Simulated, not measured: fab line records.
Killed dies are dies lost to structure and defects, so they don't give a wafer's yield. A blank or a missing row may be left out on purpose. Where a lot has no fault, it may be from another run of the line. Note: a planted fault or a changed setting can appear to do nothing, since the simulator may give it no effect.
fab line records | flow sky130
record: lots: 15 wafers: 45 last_day: 50
route steps=708 shown METAL1@438 VIA1@460
lots that met no fault: taken from a fault-free run of the same line
start_h: the number of hours between the record's first day and the start of the first shown wafer of the lot | wait_h: hours elapsed since this lot's preceding step | " as in the row above | L1.1+2: one row covering several wafers at once | - either no value or no given start | * or withheld: withheld | < > ~ a bound
route shown NAME@n: NAME is a module with steps in the file, n the number in the route of the first one | usual: mean/standard deviation taken from wafers without a fault | same: alike in all rows | chamber/n: place in a boat | sites: the reading at each site | _std_site: standard deviation across them | _edge_site: inner sites' mean taken away from outer sites' mean | radius_mm: how far each site lies from the wafer's centre | mask NAME#n: copy n | behind: the last tool/chamber to shape the wafer | hold: reason for holding the lot/hours on hold/outcome of the hold | device: names the non-switching transistor (n, p or np) | end of line: tests run on the same wafers once the route is complete | step lacking rows: just its recipe | killed: the dies lost at the first sort to structure and to defects; this is not the yield of the wafer | map: the dies of a wafer, with x for killed, . for not killed, _ for no die there
set.NAME: the run value of the setting; set.NAME@STEP: its run value at that earlier step | model.NAME: the simulator's own value behind a step, which no gauge read
one table for each step of the route and one row for each wafer, over a sample of lots
services: from which hour (start_h, from the record's first day; less than 0 if before it) a tool's chamber was out of use, for how many hours, and why
== steps ==
step: SKY_METAL1_SPUTTER_04
recipe: material: TiN target_thk_nm: 70 power_w: 6500 time_s: 58.3 chamber_pressure_pa: 0.4
usual: throttle_valve_pct: 29.5/1.1
columns lot.wafer tool chamber start_h wait_h throttle_valve_pct
L569.4 pvd_sputter-01 - 738.31 0.0 29.4
L569.5 " - " " 29.5
L569.6 " - " " 28.3
L571.4 pvd_sputter-04 - 760.51 0.0 30.3
L571.5 " - " " 30.0
L571.6 " - " " 30.9
L574.1 pvd_sputter-01 - 777.59 0.0 28.2
L574.2 " - " " 27.5
L574.6 " - " " 29.6
L573.1 pvd_sputter-02 - 781.08 0.0 28.9
L573.2 " - " " 29.3
L573.4 " - " " 30.9
L576.2 pvd_sputter-01 - 802.45 0.0 28.1
L576.4 " - " " 27.3
L576.6 " - " " 29.7
L583.1 pvd_sputter-01 - 870.32 0.0 30.0
L583.4 " - " " 29.7
L583.5 " - " " 27.5
L579.1 pvd_sputter-04 - 871.67 0.0 28.9
L579.2 " - " " 31.2
L579.5 " - " " 29.9
L580.1 pvd_sputter-04 - 876.71 0.0 31.0
L580.2 " - " " 30.0
L580.3 " - " " 28.8
L581.1 pvd_sputter-02 - 877.68 0.0 31.0
L581.3 " - " " 30.5
L581.6 " - " " 30.9
L585.1 pvd_sputter-04 - 887.77 0.0 29.8
L585.2 " - " " 29.0
L585.3 " - " " 29.8
L586.1 pvd_sputter-01 - 889.26 0.0 28.2
L586.3 " - " " 30.1
L586.6 " - " " 30.3
L587.2 pvd_sputter-02 - 894.75 0.0 30.8
L587.4 " - " " 28.8
L587.6 " - " " 30.4
L588.1 pvd_sputter-04 - 896.55 0.0 29.1
L588.2 " - " " 30.1
L588.5 " - " " 29.0
L589.1 pvd_sputter-04 - 906.85 0.0 28.9
L589.5 " - " " 29.0
L589.6 " - " " 31.1
L590.4 pvd_sputter-01 - 912.35 0.0 28.0
L590.5 " - " " 30.2
L590.6 " - " " 27.5
step: SKY_VIA1_CMP_02
recipe: material: SiO2 down_force_psi: 4 platen_rpm: 60 pad_velocity_m_s: 0.94248
usual: motor_current_A: 12.9/1.1 slurry_flow_ml_min: 150.0/0.46
columns lot.wafer tool chamber start_h wait_h motor_current_A slurry_flow_ml_min
L569.4 cmp-02 1 766.51 0.1 12.7 149.7
L569.5 " 3 " " 12.0 149.6
L569.6 " 0 " " 14.1 149.8
L571.4 cmp-01 2 788.20 0.1 12.8 149.5
L571.6 " 1 " " 13.8 150.5
L571.5 " 2 " " 13.2 150.3
L574.2 cmp-02 0 805.82 0.1 14.5 150.3
L574.1 " 1 " " 12.7 149.9
L574.6 " 0 " " 14.4 150.1
L573.2 cmp-02 3 809.76 0.0 11.8 150.4
L573.1 " 0 " " 13.9 150.7
L573.4 " 1 " " 12.0 150.3
L576.2 cmp-01 3 830.54 0.0 12.2 149.7
L576.4 " 2 " " 12.9 149.9
L576.6 " 0 " " 14.3 150.3
L583.1 cmp-01 3 897.61 0.1 11.5 149.0
L583.4 " 1 " " 13.5 149.7
L583.5 " 3 " " 12.1 149.3
L579.2 cmp-01 1 899.39 0.0 13.6 151.0
L579.1 " 3 " " 12.0 150.4
L579.5 " 2 " " 13.2 149.8
L580.3 cmp-01 3 904.16 0.0 11.1 149.9
L580.2 " 1 " " 14.5 149.8
L580.1 " 2 " " 13.5 150.4
L581.1 cmp-01 1 905.28 0.1 13.4 150.4
L581.3 " 2 " " 12.9 149.9
L581.6 " 0 " " 13.7 150.1
L585.2 cmp-01 1 915.32 0.0 14.3 150.7
L585.1 " 2 " " 13.0 150.6
L585.3 " 3 " " 12.0 149.9
L586.1 cmp-02 0 916.64 0.1 14.8 150.2
L586.3 " 1 " " 12.6 151.3
L586.6 " 3 " " 11.4 149.9
L587.4 cmp-02 3 921.83 0.1 12.1 150.1
L587.2 " 1 " " 12.4 150.5
L587.6 " 2 " " 11.3 150.0
L588.2 cmp-01 1 924.02 0.0 13.3 150.4
L588.1 " 3 " " 11.9 149.3
L588.5 " 2 " " 13.5 150.2
L589.1 cmp-02 2 933.72 0.1 11.5 150.0
L589.6 " 1 " " 12.1 150.2
L589.5 " 2 " " 11.4 149.9
L590.4 cmp-01 3 938.68 0.2 11.7 149.2
L590.6 " 0 " " 13.2 150.6
L590.5 " 1 " " 14.2 150.0
step: SKY_VIA1_PEB_10
recipe: peb_temp_c: withheld peb_time_s: withheld resist: KrF-thick
usual: chill_plate_temp_C: * exhaust_pa: 45.1/0.88 resist_line_temp_C: *
columns lot.wafer tool chamber start_h wait_h chill_plate_temp_C exhaust_pa resist_line_temp_C
L569.4 litho_track-04 0 793 - * 44.9 *
L569.5 " 0 " " * 44.0 *
L569.6 " 0 " " * 45.0 *
L571.4 litho_track-03 0 815 - * 44.5 *
L571.5 " 0 " " * 43.8 *
L571.6 " 0 " " * 44.3 *
L574.1 litho_track-03 0 832 - * 46.5 *
L574.2 " 0 " " * 45.9 *
L574.6 " 0 " " * 45.0 *
L573.1 litho_track-02 0 837 - * 46.2 *
L573.2 " 0 " " * 45.9 *
L573.4 " 0 " " * 45.8 *
L576.2 litho_track-03 0 855 - * 45.7 *
L576.4 " 0 856 - * 46.1 *
L576.6 " 0 " " * 44.2 *
L583.1 litho_track-03 0 922 - * 45.5 *
L583.4 " 0 " " * 46.4 *
L583.5 " 0 " " * 45.2 *
L579.1 litho_track-03 - 925 - - - -
L579.2 " - " " - - -
L579.5 " - " " - - -
L580.1 litho_track-03 - 930 - - - -
L580.2 " - " " - - -
L580.3 " - " " - - -
L581.1 litho_track-03 - 930 - - - -
L581.3 " - " " - - -
L581.6 " - " " - - -
L585.1 litho_track-02 0 939 - * 45.4 *
L585.2 " 0 " " * 45.4 *
L585.3 " 0 " " * 44.9 *
L586.1 litho_track-04 0 941 - * 45.7 *
L586.3 " 0 " " * 44.6 *
L586.6 " 0 " " * 45.0 *
L587.2 litho_track-03 0 946 - * 44.4 *
L587.4 " 0 " " * 44.4 *
L587.6 " 0 " " * 44.7 *
L588.1 litho_track-03 0 947 - * 47.5 *
L588.2 " 0 " " * 47.5 *
L588.5 " 0 " " * 47.0 *
L589.1 litho_track-02 0 958 - * 44.3 *
L589.5 " 0 " " * 44.7 *
L589.6 " 0 " " * 43.6 *
L590.4 litho_track-04 0 962 - * 45.2 *
L590.5 " 0 " " * 43.7 *
L590.6 " 0 " " * 45.7 *
step: SKY_VIA1_ETCH_14
recipe: chemistry: N2/H2 target: BARC ion_energy_ev: 200 source_w: 500 bias_w: 100 pressure_mtorr: 30 n2_flow_sccm: 100 h2_flow_sccm: 200 stop_on: SiO2 time_s: 45.9 target_depth_a: 600
usual: drypump_motor_current_A: 5.5/0.55 oes_product_au: 0.854/0.0042 throttle_valve_pct: 13.225/0.0095
columns lot.wafer tool chamber start_h wait_h drypump_motor_current_A oes_product_au rf_hours_counter_h throttle_valve_pct
L569.4 rie_diel-02 2 793.72 0.0 5.7 0.857 - 13.225
L569.5 " 3 " " 6.1 0.858 - 13.234
L569.6 " 0 " " 4.8 0.858 - 13.218
L571.4 rie_diel-02 2 815.94 0.0 5.7 0.849 1 13.198
L571.5 " 0 " " 4.8 0.859 - 13.218
L571.6 " 1 " " 6.4 0.858 - 13.228
L574.1 rie_diel-02 0 833.19 0.0 4.8 0.859 10 13.227
L574.2 " 1 " " 6.4 0.854 7 13.216
L574.6 " 2 " " 5.7 0.856 - 13.230
L573.1 rie_diel-04 0 837.56 0.0 6.0 0.851 20 13.221
L573.2 " 2 " " 5.6 0.860 10 13.225
L573.4 " 3 " " 4.9 0.850 5 13.226
L576.2 rie_diel-04 3 856.44 0.0 4.9 0.852 5 13.227
L576.4 " 1 " " 5.6 0.851 22 13.243
L576.6 " 2 " " 5.6 0.854 - 13.227
L583.1 rie_diel-02 1 923.19 0.0 6.4 0.863 9 13.218
L583.4 " 0 " " 4.8 0.850 12 13.229
L583.5 " 1 " " 6.4 0.849 - 13.219
L579.1 rie_diel-02 3 925.74 0.0 6.1 0.857 16 13.236
L579.2 " 0 " " 4.8 0.846 12 13.207
L579.5 " 0 " " 4.8 0.857 - 13.223
L580.1 rie_diel-04 1 930.54 0.0 5.6 0.852 24 13.214
L580.2 " 0 " " 6.0 0.850 23 13.218
L580.3 " 2 " " 5.6 0.857 13 13.231
L581.1 rie_diel-02 2 930.89 0.0 5.7 0.857 4 13.225
L581.3 " 1 " " 6.4 0.849 9 13.221
L581.6 " 3 " " 6.1 0.851 - 13.241
L585.1 rie_diel-04 3 940.36 0.0 4.9 0.854 8 13.225
L585.2 " 1 " " 5.6 0.854 24 13.229
L585.3 " 0 " " 6.0 0.856 23 13.221
L586.1 rie_diel-04 2 942.00 0.0 5.6 0.853 13 13.215
L586.3 " 1 " " 5.6 0.851 24 13.236
L586.6 " 3 " " 4.9 0.851 - 13.221
L587.2 rie_diel-04 0 946.89 0.0 6.0 0.857 23 13.219
L587.4 " 2 " " 5.6 0.855 13 13.212
L587.6 " 3 " " 4.9 0.854 - 13.235
L588.1 rie_diel-03 1 948.04 0.0 5.0 0.857 16 13.229
L588.2 " 2 " " 4.8 0.852 18 13.215
L588.5 " 0 " " 6.1 0.859 - 13.220
L589.1 rie_diel-04 1 958.61 0.0 5.6 0.851 25 13.244
L589.5 " 1 " " 5.6 0.857 - 13.229
L589.6 " 0 " " 6.0 0.857 - 13.201
L590.4 rie_diel-03 3 962.85 0.0 5.2 0.854 18 13.232
L590.5 " 1 " " 5.0 0.855 - 13.235
L590.6 " 2 " " 4.8 0.861 - 13.220
== services ==
columns tool chamber start_h hours kind
pvd_sputter-04 - 721.46 2.0 repair
cmp-01 - 737.15 1.1 repair
cmp-02 - 742.00 1.2 repair
cmp-01 - 744.00 4.0 pm
pvd_sputter-01 - 748.70 4.8 repair
rie_diel-04 3 757.67 8.2 repair
cmp-01 - 760.63 5.4 pm
cmp-02 - 774.88 3.5 repair
cmp-02 - 817.34 4.3 pm
cmp-01 - 824.61 0.8 repair
rie_diel-04 0 870.81 1.3 repair
rie_diel-02 - 871.10 14.6 pm
cmp-01 - 871.74 0.4 repair
cmp-01 - 886.63 3.1 repair
pvd_sputter-01 - 890.77 4.1 repair
cmp-02 - 897.36 14.7 repair
rie_diel-04 1 900.85 2.5 repair
cmp-02 - 912.03 4.0 pm
cmp-01 - 916.25 5.6 pm
pvd_sputter-01 - 925.11 1.4 repair
rie_diel-04 3 927.39 5.5 repair
cmp-01 - 933.27 1.8 repair
cmp-02 - 945.48 2.2 repair
cmp-02 - 949.42 2.6 repair
== key ==
first_sign: step: SKY_VIA1_PEB_10 reading: tool_record direction: missing
effect none on later readings
met_at SKY_VIA1_PEB_10
struck_lots L579,L580,L581
later_rows_left_out L579.1,L579.2,L579.5,L580.1,L580.2,L580.3,L581.1,L581.3,L581.6
sort_left_out L579.1,L579.2,L579.5,L580.1,L580.2,L580.3,L581.1,L581.3,L581.6
not_acting_at SKY_METAL1_SPUTTER_04,SKY_VIA1_CMP_02,SKY_VIA1_ETCH_14
onset_between 922 925
fault: kind: skipped_step_whole tool: litho_track-03 chamber: - onset_h: 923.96 steps: SKY_VIA1_PEB_10 scope: struck_lots_only
sort_left_out: the simulated sort isn't trusted on such a fault, so these wafers' sort isn't shown, and their yield isn't known
later_rows_left_out: the simulator's readings of these wafers behind a module that went badly wrong aren't trusted and aren't shown, but for the sort
